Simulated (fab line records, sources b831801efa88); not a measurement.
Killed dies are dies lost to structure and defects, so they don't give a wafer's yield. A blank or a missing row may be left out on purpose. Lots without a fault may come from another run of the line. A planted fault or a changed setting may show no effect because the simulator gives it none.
A struck lot beside a sound one | flow sky130 | 15 steps out of a route of 708
Sound: wafers L678.1, L678.2, L678.5. Struck: wafers L679.1, L679.4, L679.5. The cause comes at the end.
At each step with rows: each side's tool, then ch and its chambers, then its first start. Under that, the readings that differ: sound wafers | struck wafers | difference of the means | sigmas: that difference in standard deviations of wafers without a fault.
alike: readings whose means differ by less than 2 such deviations, and words and numbers that are the same on both sides. not compared: withheld readings, readings that some wafer has no value for, bounds like >300 that may hide the same value, and numbers for which the record gives no deviation and whose values overlap.
The two part at a step that has a row with sigmas, a row that says differs or no value, or rows on one side only. Numbers that don't overlap but have no deviation are shown without sigmas and don't part them. A reading that every wafer of one side lacks parts them only if that side has two wafers or more.

first, 7 steps without rows for these wafers: SKY_VIA2_HMDS_05 (prime time 60 s); SKY_VIA2_COAT_06 (resist thk 60 nm); SKY_VIA2_COAT_07 (resist thk 450 nm); SKY_VIA2_SOFTBAKE_08 (time 90 s); SKY_VIA2_EXPOSE_09 (exposes mask VIM2, target cd 200 nm); SKY_VIA2_PEB_10; SKY_VIA2_DEVELOP_11 (develop time 60 s).
SKY_VIA2_CD_MEAS_12: target cd 200 nm.
  sound on cd_sem-01, day 37 08:05; struck on cd_sem-01, day 37 14:53
  reading    | sound             | struck            | difference | sigmas
  cd_nm (nm) | 202.1 202.4 201.7 | 198.7 198.8 198.0 | -3.6       | -2
SKY_VIA2_OVL_MEAS_13:
  sound on overlay-02, day 37 08:12; struck on overlay-01, day 37 15:00
  alike: VIA2_OVL
SKY_VIA2_ETCH_14: etches BARC in N2/H2, stops on SiO2, time 45.9 s, target depth 60 nm.
  sound on rie_diel-02 ch 0,1, day 37 08:14; struck on rie_diel-02 ch 2,3, day 37 15:02
  alike: drypump_motor_current_A, n2_flow_sccm, oes_product_au, throttle_valve_pct
  not compared: rf_hours_counter_h
SKY_VIA2_ETCH_15: etches SiO2 in C4F8/O2/Ar, stops on TiN, target depth 546 nm, time 84 s.
  sound on rie_diel-02 ch 0,1, day 37 08:16; struck on rie_diel-02 ch 2,3, day 37 15:04
  alike: oes_product_au
  not compared: rf_hours_counter_h
SKY_VIA2_STRIP_16: strips in O2/N2.
  sound on plasma_asher-02 ch 0,1, day 37 08:20; struck on plasma_asher-02 ch 0,1, day 37 15:08
  reading             | sound             | struck            | difference | sigmas
  n2_flow_sccm (sccm) | 299.1 300.0 298.6 | 301.8 301.8 300.3 | +2.1       | +2
  alike: chamber_pressure_mTorr, drypump_motor_current_A, oes_product_au, strip_time_to_endpoint_s
  not compared: rf_hours_counter_h
SKY_VIA2_STRIP_17: strips in post etch residue remover, time 1200 s.
  sound on wet_bench-04 ch 3, day 37 08:26; struck on wet_bench-04 ch 1, day 37 15:14
  no value came back on the struck wafers for bath_guard_temp_C (C), bath_heat_duty_pct (%); on the sound wafers bath_guard_temp_C (C) reads 73.2 73.0 73.1
then, 1 step without rows for these wafers: SKY_VIA2_CLEAN_18 (cleans in IPA, time 180 s).
-- the record jumps here: 9 days lie between the struck wafers' starts before and after (it left off in module VIA2 and takes up again in module PAD_OPEN, whose first step shown is number 708 of the route) --
SKY_PAD_OPEN_PROBE_99:
  sound on prober-01, day 46 15:29; struck on prober-02, day 46 21:56
  reading                       | sound         | struck            | difference | sigmas
  model.etest.via2_chain.rc_ohm | 10.01 9 9.934 | 12.77 13.28 12.26 | +3.12      |

WHERE THEY PART
First at SKY_VIA2_CD_MEAS_12; last, within this record, at SKY_VIA2_STRIP_17.

WHY: what the simulator had put in
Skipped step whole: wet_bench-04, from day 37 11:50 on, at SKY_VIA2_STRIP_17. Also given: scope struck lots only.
